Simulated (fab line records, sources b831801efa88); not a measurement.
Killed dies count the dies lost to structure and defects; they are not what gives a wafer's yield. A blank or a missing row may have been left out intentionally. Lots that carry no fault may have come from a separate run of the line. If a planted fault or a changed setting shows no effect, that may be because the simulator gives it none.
Struck lot and sound lot, side by side -- flow sky130 -- 23 steps out of a route of 708
Sound: the wafers L570.1, L570.4, L570.6. Wafers L563.3, L563.5, L563.6 were the ones struck. The cause is named last.
For every step that has rows: the tool of each side, followed by ch and its chambers, followed by its first start. Under that, the readings that differ: sound wafers -- struck wafers -- difference of the means -- sigmas: that difference in standard deviations of wafers without a fault.
alike: same words and numbers on both sides, and readings whose means sit less than 2 such deviations apart. not compared: any withheld reading, any reading some wafer has no value for, any bound like >300 that may hide the same value, and any number with overlapping values for which the record gives no deviation.
The two part at a step that has a row with sigmas, a row that says differs or no value, or rows on one side only. When numbers do not overlap yet have no deviation, they are printed without sigmas and do not part them. A reading missing from all wafers of one side parts the sides only when that side holds two or more wafers.

first, 8 steps without rows for these wafers: SKY_LDD_N_IMPLANT_08; SKY_LDD_N_IMPLANT_09; SKY_LDD_N_IMPLANT_10; SKY_LDD_N_IMPLANT_11; SKY_LDD_N_IMPLANT_12; SKY_LDD_N_IMPLANT_13; SKY_LDD_N_IMPLANT_14; SKY_LDD_N_IMPLANT_15.
SKY_LDD_N_STRIP_16: strips in O2/N2.
  sound on plasma_asher-03 ch 0,1, day 25 05:12; struck on plasma_asher-03 ch 0,1, day 22 22:41
  alike: drypump_motor_current_A, oes_product_au, strip_time_to_endpoint_s
  not compared: rf_hours_counter_h
SKY_LDD_N_TW_MEAS_17:
  sound on film_metro-02, day 25 05:18; struck on film_metro-01, day 22 22:46
reading,sound,struck,difference,sigmas
LDD_N_TW,2573 2573 2572,2653 2662 2649,+82,+3
then, 2 steps without rows for these wafers: SKY_LDD_P_DEHYDRATE_00 (time 60 s); SKY_LDD_P_HMDS_01 (prime time 60 s).
SKY_LDD_P_COAT_02: resist thk 1140 nm.
  sound on litho_track-02 ch 0, day 25 19:02; struck on litho_track-01 ch 0, day 23 14:06
reading,sound,struck,difference,sigmas
model.NOVOLAK_of_LDD_P_COAT_02.thk_nm (nm),1139 1138 1142,1464 1464 1461,+323,
  alike: dispense_pressure_kPa
then, 3 steps without rows for these wafers: SKY_LDD_P_SOFTBAKE_03 (time 60 s); SKY_LDD_P_EXPOSE_04 (exposes mask PSDM, target cd 380 nm); SKY_LDD_P_PEB_05.
SKY_LDD_P_DEVELOP_06: develop time 60 s.
  sound on litho_track-02 ch 0, day 26 10:02; struck on litho_track-03 ch 0, day 24 04:56
reading,sound,struck,difference,sigmas
model.NOVOLAK_of_LDD_P_COAT_02.thk_nm (nm),1138 1138 1142,1464 1464 1461,+324,
SKY_LDD_P_CD_MEAS_07 targets a cd of 380 nm.
  sound on cd_sem-02, day 26 10:11; struck on cd_sem-02, day 24 05:04
reading,sound,struck,difference,sigmas
cd_nm (nm),373.1 374.0 374.8,353.1 351.4 352.1,-21.8,-9
SKY_LDD_P_OVL_MEAS_08:
  sound on overlay-02, day 26 10:19; struck on overlay-02, day 24 05:10
  alike: LDD_P_OVL
after that, 1 step had no rows for these wafers: SKY_LDD_P_IMPLANT_09.
SKY_LDD_P_STRIP_10: strips in O2/N2.
  sound on plasma_asher-03 ch 0,1, day 26 10:29; struck on plasma_asher-03 ch 0,1, day 24 05:22
reading,sound,struck,difference,sigmas
strip_time_to_endpoint_s (s),14.16 14.15 14.21,17.80 17.81 17.76,+3.62,+93
  alike: drypump_motor_current_A, oes_product_au
  not compared: rf_hours_counter_h
SKY_LDD_P_TW_MEAS_11:
  sound on film_metro-03, day 26 10:35; struck on film_metro-03, day 24 05:28
  alike: LDD_P_TW
after that, 1 step had no rows for these wafers: SKY_PAD_OPEN_PROBE_99.

## WHERE THEY PART
First at SKY_LDD_N_TW_MEAS_17; last, within this record, at SKY_LDD_P_STRIP_10. Later steps at which nothing parts them and some readings are alike: SKY_LDD_P_TW_MEAS_11.

WHY: what had been put in by the simulator
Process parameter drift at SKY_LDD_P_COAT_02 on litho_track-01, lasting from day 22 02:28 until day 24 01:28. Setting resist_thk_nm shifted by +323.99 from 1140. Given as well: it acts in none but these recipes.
